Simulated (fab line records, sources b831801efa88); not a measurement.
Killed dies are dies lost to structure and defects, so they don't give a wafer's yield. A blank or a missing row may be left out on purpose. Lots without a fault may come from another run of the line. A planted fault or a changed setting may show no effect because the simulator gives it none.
fab line records | flow sky130
record lots=11 wafers=33 last_day=50
route steps=708 shown NWELL@76 VT_ADJUST_HVTR@141 VIA1@458 METAL2@486
lots that met no fault: from a run of the same line without faults
start_h: hours from the record's first day to the start of the lot's first wafer shown | wait_h: hours since the lot's step before | " the same as in the row above | L1.1+2: a row that stands for several wafers | - no value, or no start given | * or withheld: withheld | < > ~ a bound
route shown NAME@n: a module of which the file shows steps, and the number in the route of the first | usual: mean/standard deviation of fault-free wafers | same: alike in all rows | chamber/n: place in a boat | sites: the reading at each site | _std_site: their standard deviation | _edge_site: outer sites' mean less inner sites' | radius_mm: how far each site lies from the wafer's centre | mask NAME#n: copy n | behind: the tool/chamber that last shaped the wafer | hold: why the lot was held/for how many hours/how that ended | device: the transistor (n, p or np) that didn't switch | end of line: the same wafers' tests at the end of the route | a step without rows: its recipe alone | killed: dies lost to structure and defects at the first sort, not the wafer's yield | map: a wafer's dies, x killed, . not, _ none there
set.NAME: the setting as run; set.NAME@STEP: as run at that earlier step | model.NAME: the simulator's own value behind a step, which no gauge read
steps of the route over a sample of lots; a table a step, a row a wafer
services: from which hour (start_h, from the record's first day; less than 0 if before it) a tool's chamber was out of use, for how many hours, and why
## steps
# step SKY_NWELL_OVL_MEAS_23
# usual NWELL_01_OVL=-0.2/1.3
# columns lot.wafer tool chamber start_h wait_h NWELL_01_OVL[nm]
L430.2 overlay-01 - 140.50 - 0.1
L430.5 " - " " 0.0
L430.6 " - " " 0.3
L431.1 overlay-01 - 153.55 - -0.9
L431.4 " - " " 0.1
L431.5 " - " " 0.0
L432.1 overlay-01 - 154.20 - -0.8
L432.4 " - " " 0.4
L432.5 " - " " 0.7
L433.1 overlay-02 - 165.65 - -0.7
L433.3 " - " " -1.0
L433.5 " - " " 0.9
L435.2 overlay-02 - 173.65 - 1.6
L435.3 " - " " 2.7
L435.4 " - " " 1.2
L437.3 overlay-02 - 178.01 - -2.0
L437.5 " - " " 0.4
L437.6 " - " " -1.1
L438.3 overlay-01 - 180.11 - -0.7
L438.5 " - " " 0.5
L438.6 " - " " -0.3
L440.1 overlay-01 - 182.80 - 0.1
L440.2 " - " " -3.3
L440.3 " - " " -1.1
L439.1 overlay-01 - 183.69 - 1.4
L439.2 " - " " -0.1
L439.6 " - " " 0.4
L442.3 overlay-01 - 193.56 - -2.2
L442.5 " - " " -0.4
L442.6 " - " " -1.5
L448.1 overlay-01 - 230.95 - -1.2
L448.3 " - " " -2.2
L448.5 " - " " -1.4
# step SKY_VT_ADJUST_HVTR_STRIP_10
# recipe chemistry=O2/N2 power_w=1400 pressure_mtorr=1500 platen_temp_c=withheld o2_flow_sccm=3000 n2_flow_sccm=300 overash_fraction=0.5
# usual chamber_pressure_mTorr=1500.3/1.3 drypump_motor_current_A=5.7/0.42 o2_flow_sccm=3002/8.9 oes_product_au=0.715/0.0047 strip_time_to_endpoint_s=14.19/0.038
# columns lot.wafer tool chamber start_h wait_h chamber_pressure_mTorr drypump_motor_current_A o2_flow_sccm oes_product_au rf_hours_counter_h strip_time_to_endpoint_s
L430.2 plasma_asher-04 0 250.00 0.1 1500.8 5.2 2991 0.714 59 14.18
L430.5 " 0 " " 1498.6 5.2 2997 0.722 - 14.22
L430.6 " 1 " " 1498.3 6.0 2990 0.719 - 14.20
L432.1 plasma_asher-04 1 265.45 0.1 1501.5 6.0 3013 0.707 60 14.21
L432.4 " 0 " " 1500.5 5.2 3002 0.718 - 14.20
L432.5 " 0 " " 1500.8 5.2 2999 0.726 - 14.18
L431.1 plasma_asher-03 1 266.05 0.1 1500.4 5.6 2988 0.718 45 14.18
L431.4 " 1 " " 1500.9 5.6 2984 0.716 - 14.17
L431.5 " 1 " " 1500.7 5.6 2989 0.709 - 14.18
L433.1 plasma_asher-03 1 278.35 0.1 1500.2 5.6 2999 0.704 46 14.20
L433.3 " 1 " " 1499.1 5.6 2994 0.721 - 14.18
L433.5 " 1 " " 1498.9 5.5 2988 0.716 - 14.19
L435.2 plasma_asher-01 0 289.80 0.1 1499.6 5.2 3013 0.718 62 14.19
L435.3 " 0 " " 1497.7 5.3 3004 0.722 - 14.17
L435.4 " 1 " " 1500.5 6.2 2998 0.722 - 14.18
L437.3 plasma_asher-04 0 294.24 0.1 1498.8 5.2 3006 0.716 - 14.20
L437.5 " 0 " " 1500.2 5.2 2988 0.712 - 14.15
L437.6 " 1 " " 1502.0 6.0 3007 0.711 - 14.22
L438.3 plasma_asher-04 1 297.73 0.1 1499.7 6.0 2995 0.713 - 14.24
L438.5 " 1 " " 1500.8 6.0 3000 0.714 - 14.27
L438.6 " 0 " " 1500.4 5.2 3025 0.718 - 14.30
L440.1 plasma_asher-03 0 300.55 0.1 1498.5 6.2 3000 0.707 49 14.13
L440.2 " 1 " " 1499.2 5.6 3004 0.719 49 14.14
L440.3 " 1 " " 1498.5 5.6 2999 0.714 - 14.18
L439.1 plasma_asher-04 0 301.80 0.1 1501.7 5.2 3017 0.709 63 14.17
L439.2 " 1 " " 1501.3 6.0 2995 0.716 63 14.15
L439.6 " 0 " " 1500.0 5.2 2999 0.709 - 14.13
L442.3 plasma_asher-03 0 313.59 0.1 1500.4 6.1 3007 0.716 - 14.17
L442.5 " 1 " " 1497.7 5.6 3015 0.705 - 14.15
L442.6 " 0 " " 1498.9 6.1 3004 0.713 - 14.14
L448.1 plasma_asher-03 0 358.15 0.1 1500.7 6.2 3017 0.713 55 14.25
L448.3 " 1 " " 1501.2 5.6 3017 0.722 - 14.20
L448.5 " 1 " " 1499.3 5.6 3028 0.723 - 14.23
# step SKY_VIA1_HDPCVD_00
# recipe material=SiO2 target_thk_nm=1030 sigma_open_frac=0.3 time_s=171.7 temp_c=400 sih4_flow_sccm=60 pressure_mtorr=6
# usual run_length_s=199.5/0.69 sih4_flow_sccm=59.99/0.19
# columns lot.wafer tool chamber start_h wait_h run_length_s sih4_flow_sccm
L430.2 hdpcvd-01 1 816.96 0.0 199.5 60.14
L430.5 " 2 " " 198.9 59.76
L430.6 " 1 " " 199.9 59.93
L432.1 hdpcvd-02 0 822.36 0.0 199.2 60.31
L432.4 " 2 " " 201.2 59.89
L432.5 " 0 " " 199.2 59.97
L431.1 hdpcvd-02 2 833.97 0.0 201.5 59.90
L431.4 " 2 " " 200.7 59.95
L431.5 " 0 " " 199.0 60.18
L433.1 hdpcvd-02 2 842.92 0.0 201.0 60.09
L433.3 " 0 " " 199.2 60.22
L433.5 " 2 " " 200.4 59.95
L435.2 hdpcvd-02 0 856.23 0.0 199.1 59.78
L435.3 " 1 " " 199.0 60.18
L435.4 " 2 " " 200.7 59.90
L440.1 hdpcvd-02 2 884.66 0.0 200.5 60.05
L440.2 " 1 " " 199.2 60.23
L440.3 " 0 " " 199.4 60.20
L437.3 hdpcvd-01 2 885.12 0.0 199.2 59.92
L437.5 " 2 " " 199.0 60.01
L437.6 " 0 " " 198.6 59.99
L438.3 hdpcvd-02 1 885.47 0.0 158.4 60.32
L438.5 " 1 " " 157.7 60.01
L438.6 " 2 " " 159.6 59.45
L442.3 hdpcvd-02 2 886.27 0.0 158.9 59.93
L442.5 " 0 " " 157.6 59.88
L442.6 " 2 " " 159.4 60.08
L439.1 hdpcvd-01 0 889.35 0.0 198.9 59.86
L439.2 " 1 " " 199.3 59.87
L439.6 " 1 " " 199.8 59.91
L448.1 hdpcvd-01 1 926.79 0.0 199.5 59.99
L448.3 " 2 " " 199.2 60.17
L448.5 " 1 " " 199.5 59.97
# step SKY_VIA1_THK_MEAS_01
# recipe reads=SiO2_of_VIA1_HDPCVD_00
# usual VIA1_HDPCVD_THK=1026/11
# columns lot.wafer tool chamber start_h wait_h VIA1_HDPCVD_THK[nm]
L430.2 film_metro-03 - 817.08 0.1 1006
L430.5 " - " " 1013
L430.6 " - " " 1004
L432.1 film_metro-01 - 822.47 0.1 1036
L432.4 " - " " 1025
L432.5 " - " " 1036
L431.1 film_metro-02 - 834.09 0.1 1023
L431.4 " - " " 1005
L431.5 " - " " 1034
L433.1 film_metro-03 - 843.03 0.1 1038
L433.3 " - " " 1036
L433.5 " - " " 1034
L435.2 film_metro-02 - 856.35 0.1 1026
L435.3 " - " " 1010
L435.4 " - " " 1021
L440.1 film_metro-02 - 884.77 0.1 1019
L440.2 " - " " 1033
L440.3 " - " " 1038
L437.3 film_metro-03 - 885.26 0.1 1012
L437.5 " - " " 1023
L437.6 " - " " 1023
L438.3 film_metro-02 - 885.61 0.1 782
L438.5 " - " " 783
L438.6 " - " " 783
L442.3 film_metro-03 - 886.40 0.1 767
L442.5 " - " " 781
L442.6 " - " " 761
L439.1 film_metro-02 - 889.46 0.1 1025
L439.2 " - " " 1035
L439.6 " - " " 1026
L448.1 film_metro-03 - 926.90 0.1 1009
L448.3 " - " " 1020
L448.5 " - " " 1022
# step SKY_METAL2_SPUTTER_03
# recipe material=Ti target_thk_nm=5 power_w=3000 time_s=3.3 chamber_pressure_pa=0.4
# usual throttle_valve_pct=30.5/0.85
# columns lot.wafer tool chamber start_h wait_h throttle_valve_pct
L430.2 pvd_sputter-04 - 844.94 0.0 30.7
L430.5 " - " " 30.0
L430.6 " - " " 30.2
L432.1 pvd_sputter-04 - 850.00 0.0 30.5
L432.4 " - " " 30.0
L432.5 " - " " 30.0
L431.1 pvd_sputter-02 - 860.93 0.0 29.6
L431.4 " - " " 30.8
L431.5 " - " " 29.7
L433.1 pvd_sputter-02 - 876.00 0.0 31.2
L433.3 " - " " 30.7
L433.5 " - " " 31.0
L435.2 pvd_sputter-04 - 883.86 0.0 30.3
L435.3 " - " " 30.2
L435.4 " - " " 29.9
L440.1 pvd_sputter-02 - 912.19 0.0 31.3
L440.2 " - " " 31.9
L440.3 " - " " 30.7
L437.3 pvd_sputter-01 - 912.54 0.0 29.1
L437.5 " - " " 30.1
L437.6 " - " " 28.8
L438.3 pvd_sputter-02 - 912.89 0.0 30.7
L438.5 " - " " 31.3
L438.6 " - " " 30.8
L442.3 pvd_sputter-02 - 913.49 0.0 30.6
L442.5 " - " " 30.6
L442.6 " - " " 31.3
L439.1 pvd_sputter-02 - 915.64 0.0 31.9
L439.2 " - " " 29.7
L439.6 " - " " 29.6
L448.1 pvd_sputter-02 - 952.78 0.0 32.0
L448.3 " - " " 29.7
L448.5 " - " " 32.1
## services
# columns tool chamber start_h hours kind
plasma_asher-03 - 270.39 0.4 repair
hdpcvd-02 0 280.95 4.2 repair
plasma_asher-04 - 283.36 8.3 repair
hdpcvd-02 - 366.25 15.0 pm
pvd_sputter-02 - 370.66 9.6 repair
pvd_sputter-02 - 390.92 2.2 repair
hdpcvd-02 - 430.24 2.8 pm
hdpcvd-02 - 575.98 14.6 pm
hdpcvd-02 - 592.30 1.5 repair
plasma_asher-03 - 598.28 5.3 repair
hdpcvd-02 2 621.63 21.8 repair
pvd_sputter-02 - 679.94 4.6 repair
pvd_sputter-02 - 682.29 22.0 repair
hdpcvd-02 0 686.22 20.4 repair
pvd_sputter-02 - 700.22 2.5 repair
plasma_asher-03 - 732.74 14.6 pm
plasma_asher-04 - 733.75 9.0 pm
pvd_sputter-02 - 736.24 3.4 repair
hdpcvd-02 1 739.62 8.9 repair
plasma_asher-04 - 742.75 2.8 pm
hdpcvd-02 2 743.18 7.3 repair
plasma_asher-03 - 812.74 8.1 repair
pvd_sputter-02 - 924.80 1.3 repair
hdpcvd-02 - 950.25 15.0 pm
## key
first_sign step=SKY_VIA1_HDPCVD_00 reading=run_length_s direction=down sigmas=60 usual=* struck=*
effect step=SKY_VIA1_THK_MEAS_01 reading=VIA1_HDPCVD_THK direction=down sigmas=22 usual=1026 struck=776
met_at SKY_VIA1_HDPCVD_00
struck_lots L438,L442
not_acting_at SKY_NWELL_OVL_MEAS_23,SKY_VT_ADJUST_HVTR_STRIP_10,SKY_METAL2_SPUTTER_03
onset_between 884.66 885.47
fault kind=process_parameter_drift tool=hdpcvd-02 chamber=- onset_h=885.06 steps=SKY_VIA1_HDPCVD_00 channel=time_s offset=* shape=step end_h=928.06 acts_in=* stated=*
